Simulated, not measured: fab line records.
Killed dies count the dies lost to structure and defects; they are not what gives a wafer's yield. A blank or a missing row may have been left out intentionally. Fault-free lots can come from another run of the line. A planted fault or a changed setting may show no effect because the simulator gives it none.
What tool caused it? || flow gf180mcu || 11 lots, 33 wafers sampled, at 5 steps of a route of 602

WHAT THE GAUGES SHOWED, per wafer
GF_M4_THK_MEAS_06: measures by xrf.
{"lot": "L896", "measured": "day 22 19:50", "on": "filmMetro-03", "M4_ALCU_THK (nm)": "456 451 447"}
{"lot": "L899", "measured": "day 23 08:24", "on": "filmMetro-01", "M4_ALCU_THK (nm)": "452 446 445"}
{"lot": "L901", "measured": "day 24 05:46", "on": "filmMetro-03", "M4_ALCU_THK (nm)": "455 450 457"}
{"lot": "L902", "measured": "day 24 19:03", "on": "filmMetro-03", "M4_ALCU_THK (nm)": "455 458 453"}
{"lot": "L905", "measured": "day 25 21:47", "on": "filmMetro-03", "M4_ALCU_THK (nm)": "442 445 448"}
{"lot": "L909", "measured": "day 27 05:43", "on": "filmMetro-01", "M4_ALCU_THK (nm)": "441 450 441"}
{"lot": "L911", "measured": "day 27 19:37", "on": "filmMetro-03", "M4_ALCU_THK (nm)": "454 453 452"}
{"lot": "L913", "measured": "day 28 08:49", "on": "filmMetro-01", "M4_ALCU_THK (nm)": "455 451 453"}
{"lot": "L912", "measured": "day 28 10:39", "on": "filmMetro-03", "M4_ALCU_THK (nm)": "454 452 457"}
{"lot": "L917", "measured": "day 29 06:21", "on": "filmMetro-01", "M4_ALCU_THK (nm)": "463 463 456"}
{"lot": "L919", "measured": "day 30 00:59", "on": "filmMetro-03", "M4_ALCU_THK (nm)": "447 444 444"}

GF_V4_THK_MEAS_03.
{"lot": "L896", "measured": "day 23 19:10", "on": "filmMetro-01", "V4_CVD_02_THK (nm)": "839 840 846"}
{"lot": "L899", "measured": "day 24 07:31", "on": "filmMetro-01", "V4_CVD_02_THK (nm)": "838 835 841"}
{"lot": "L901", "measured": "day 25 05:07", "on": "filmMetro-04", "V4_CVD_02_THK (nm)": "859 865 863"}
{"lot": "L902", "measured": "day 25 18:03", "on": "filmMetro-04", "V4_CVD_02_THK (nm)": "853 847 772"}
{"lot": "L905", "measured": "day 26 19:36", "on": "filmMetro-04", "V4_CVD_02_THK (nm)": "830 847 869"}
{"lot": "L909", "measured": "day 28 03:03", "on": "filmMetro-04", "V4_CVD_02_THK (nm)": "841 862 854"}
{"lot": "L911", "measured": "day 28 15:50", "on": "filmMetro-02", "V4_CVD_02_THK (nm)": "852 851 854"}
{"lot": "L913", "measured": "day 29 05:17", "on": "filmMetro-01", "V4_CVD_02_THK (nm)": "852 840 853"}
{"lot": "L912", "measured": "day 29 06:49", "on": "filmMetro-04", "V4_CVD_02_THK (nm)": "834 830 836"}
{"lot": "L917", "measured": "day 30 01:55", "on": "filmMetro-02", "V4_CVD_02_THK (nm)": "830 842 841"}
{"lot": "L919", "measured": "day 30 19:55", "on": "filmMetro-02", "V4_CVD_02_THK (nm)": "843 835 858"}

WHICH TOOL RAN EACH LOT (tool, then ch and the chambers of the sampled wafers, then the start)
{"lot": "L896", "GF_M4_SPUTTER_01": "pvdSputter-03, day 22 19:36", "GF_M4_METAL_ETCH_16": "rieMetal-04 ch 0,1, day 23 18:18", "GF_V4_CVD_02": "pecvd-01 ch 0,1,2, day 23 19:06"}
{"lot": "L899", "GF_M4_SPUTTER_01": "pvdSputter-02, day 23 08:08", "GF_M4_METAL_ETCH_16": "rieMetal-04 ch 0, day 24 06:39", "GF_V4_CVD_02": "pecvd-02 ch 0,2, day 24 07:26"}
{"lot": "L901", "GF_M4_SPUTTER_01": "pvdSputter-02, day 24 05:30", "GF_M4_METAL_ETCH_16": "rieMetal-02 ch 0,1, day 25 04:15", "GF_V4_CVD_02": "pecvd-01 ch 1,2, day 25 05:02"}
{"lot": "L902", "GF_M4_SPUTTER_01": "pvdSputter-02, day 24 18:47", "GF_M4_METAL_ETCH_16": "rieMetal-02 ch 0,1, day 25 17:11", "GF_V4_CVD_02": "pecvd-02 ch 0,1,2, day 25 17:59"}
{"lot": "L905", "GF_M4_SPUTTER_01": "pvdSputter-01, day 25 21:31", "GF_M4_METAL_ETCH_16": "rieMetal-02 ch 0,1, day 26 18:45", "GF_V4_CVD_02": "pecvd-03 ch 0,1,2, day 26 19:32"}
{"lot": "L909", "GF_M4_SPUTTER_01": "pvdSputter-03, day 27 05:28", "GF_M4_METAL_ETCH_16": "rieMetal-04 ch 0,1, day 28 02:12", "GF_V4_CVD_02": "pecvd-01 ch 1,2, day 28 02:58"}
{"lot": "L911", "GF_M4_SPUTTER_01": "pvdSputter-01, day 27 19:22", "GF_M4_METAL_ETCH_16": "rieMetal-04 ch 1, day 28 14:58", "GF_V4_CVD_02": "pecvd-01 ch 0,1, day 28 15:45"}
{"lot": "L913", "GF_M4_SPUTTER_01": "pvdSputter-01, day 28 08:34", "GF_M4_METAL_ETCH_16": "rieMetal-04 ch 0,1, day 29 04:24", "GF_V4_CVD_02": "pecvd-01 ch 0,2, day 29 05:12"}
{"lot": "L912", "GF_M4_SPUTTER_01": "pvdSputter-03, day 28 10:25", "GF_M4_METAL_ETCH_16": "rieMetal-02 ch 0,1, day 29 05:55", "GF_V4_CVD_02": "pecvd-03 ch 0,1,2, day 29 06:44"}
{"lot": "L917", "GF_M4_SPUTTER_01": "pvdSputter-02, day 29 06:07", "GF_M4_METAL_ETCH_16": "rieMetal-03 ch 0,1, day 30 01:03", "GF_V4_CVD_02": "pecvd-02 ch 0,1, day 30 01:50"}
{"lot": "L919", "GF_M4_SPUTTER_01": "pvdSputter-01, day 30 00:44", "GF_M4_METAL_ETCH_16": "rieMetal-02 ch 1, day 30 19:03", "GF_V4_CVD_02": "pecvd-02 ch 0,2, day 30 19:50"}
- GF_M4_SPUTTER_01: material TiN, target thk 30 nm, time 25 s.
- GF_M4_METAL_ETCH_16: etches the open film in Cl2/BCl3, stops on SiO2, target depth 750.8 nm, time 125.1 s.
- GF_V4_CVD_02: deposits SiO2 from TEOS, target thk 850 nm, time 94.851 s.

AS READ BY THE TOOLS THEMSELVES (means over the sampled wafers that have a number; for cases with no such wafer, the mark the record gives instead)
GF_M4_SPUTTER_01.
{"lot": "L896", "tool": "pvdSputter-03", "cathodeDcPowerW (W)": 6499.5, "throttleValvePct (%)": 29.5}
{"lot": "L899", "tool": "pvdSputter-02", "cathodeDcPowerW (W)": 6499.9, "throttleValvePct (%)": 29.6}
{"lot": "L901", "tool": "pvdSputter-02", "cathodeDcPowerW (W)": 6500.3, "throttleValvePct (%)": 31.0}
{"lot": "L902", "tool": "pvdSputter-02", "cathodeDcPowerW (W)": 6500.7, "throttleValvePct (%)": 28.8}
{"lot": "L905", "tool": "pvdSputter-01", "cathodeDcPowerW (W)": 6500.0, "throttleValvePct (%)": 29.6}
{"lot": "L909", "tool": "pvdSputter-03", "cathodeDcPowerW (W)": 6500.5, "throttleValvePct (%)": 30.1}
{"lot": "L911", "tool": "pvdSputter-01", "cathodeDcPowerW (W)": 6500.7, "throttleValvePct (%)": 30.2}
{"lot": "L913", "tool": "pvdSputter-01", "cathodeDcPowerW (W)": 6498.8, "throttleValvePct (%)": 30.2}
{"lot": "L912", "tool": "pvdSputter-03", "cathodeDcPowerW (W)": 6499.8, "throttleValvePct (%)": 29.5}
{"lot": "L917", "tool": "pvdSputter-02", "cathodeDcPowerW (W)": 6499.9, "throttleValvePct (%)": 29.7}
{"lot": "L919", "tool": "pvdSputter-01", "cathodeDcPowerW (W)": 6499.1, "throttleValvePct (%)": 31.0}

GF_M4_METAL_ETCH_16.
{"lot": "L896", "tool": "rieMetal-04", "drypumpMotorCurrentA (A)": 6.6, "oesProductAu (a.u.)": 0.991, "throttleValvePct (%)": 28.230}
{"lot": "L899", "tool": "rieMetal-04", "drypumpMotorCurrentA (A)": 6.8, "oesProductAu (a.u.)": 0.989, "throttleValvePct (%)": 28.229}
{"lot": "L901", "tool": "rieMetal-02", "drypumpMotorCurrentA (A)": 5.4, "oesProductAu (a.u.)": 0.989, "throttleValvePct (%)": 28.237}
{"lot": "L902", "tool": "rieMetal-02", "drypumpMotorCurrentA (A)": 5.8, "oesProductAu (a.u.)": 0.993, "throttleValvePct (%)": 28.235}
{"lot": "L905", "tool": "rieMetal-02", "drypumpMotorCurrentA (A)": 5.5, "oesProductAu (a.u.)": 0.989, "throttleValvePct (%)": 28.232}
{"lot": "L909", "tool": "rieMetal-04", "drypumpMotorCurrentA (A)": 6.5, "oesProductAu (a.u.)": 0.991, "throttleValvePct (%)": 28.235}
{"lot": "L911", "tool": "rieMetal-04", "drypumpMotorCurrentA (A)": 6.3, "oesProductAu (a.u.)": 0.981, "throttleValvePct (%)": 28.248}
{"lot": "L913", "tool": "rieMetal-04", "drypumpMotorCurrentA (A)": 6.6, "oesProductAu (a.u.)": 0.988, "throttleValvePct (%)": 28.237}
{"lot": "L912", "tool": "rieMetal-02", "drypumpMotorCurrentA (A)": 5.5, "oesProductAu (a.u.)": 0.995, "throttleValvePct (%)": 28.224}
{"lot": "L917", "tool": "rieMetal-03", "drypumpMotorCurrentA (A)": 5.5, "oesProductAu (a.u.)": 0.986, "throttleValvePct (%)": 28.232}
{"lot": "L919", "tool": "rieMetal-02", "drypumpMotorCurrentA (A)": 5.2, "oesProductAu (a.u.)": 0.990, "throttleValvePct (%)": 28.228}

GF_V4_CVD_02.
{"lot": "L896", "tool": "pecvd-01", "heaterPowerW (W)": 647}
{"lot": "L899", "tool": "pecvd-02", "heaterPowerW (W)": 627}
{"lot": "L901", "tool": "pecvd-01", "heaterPowerW (W)": 641}
{"lot": "L902", "tool": "pecvd-02", "heaterPowerW (W)": 603}
{"lot": "L905", "tool": "pecvd-03", "heaterPowerW (W)": 651}
{"lot": "L909", "tool": "pecvd-01", "heaterPowerW (W)": 687}
{"lot": "L911", "tool": "pecvd-01", "heaterPowerW (W)": 607}
{"lot": "L913", "tool": "pecvd-01", "heaterPowerW (W)": 594}
{"lot": "L912", "tool": "pecvd-03", "heaterPowerW (W)": 621}
{"lot": "L917", "tool": "pecvd-02", "heaterPowerW (W)": 683}
{"lot": "L919", "tool": "pecvd-02", "heaterPowerW (W)": 558}

THE ANSWER, worked out from the rows above alone
Rule: what is usual is taken from the lots themselves. Put in order of their means at a reading, lots are off if they are a third of the lots or fewer, leave a main group of 4 or more, and stand apart from it by a gap of 3 or more times the standard deviation of the main group's means; of several such gaps the widest counts. A main group is skipped when, at the precision printed for the reading in the tables above, its means are all equal. Also off: a lot with no number at a reading for which 4 or more lots have one. All remaining lots with rows at the step are treated as sound. First the gauges in route order, then the tools' own readings, where a lot's mean is used as printed above. The first step at which some lot is off is used, and at that step the reading that is off furthest; a lot without a number counts as furthest.
No lot is off on any of the readings shown, so nothing can be concluded from this.

WHAT THE SIMULATOR HAD INSERTED
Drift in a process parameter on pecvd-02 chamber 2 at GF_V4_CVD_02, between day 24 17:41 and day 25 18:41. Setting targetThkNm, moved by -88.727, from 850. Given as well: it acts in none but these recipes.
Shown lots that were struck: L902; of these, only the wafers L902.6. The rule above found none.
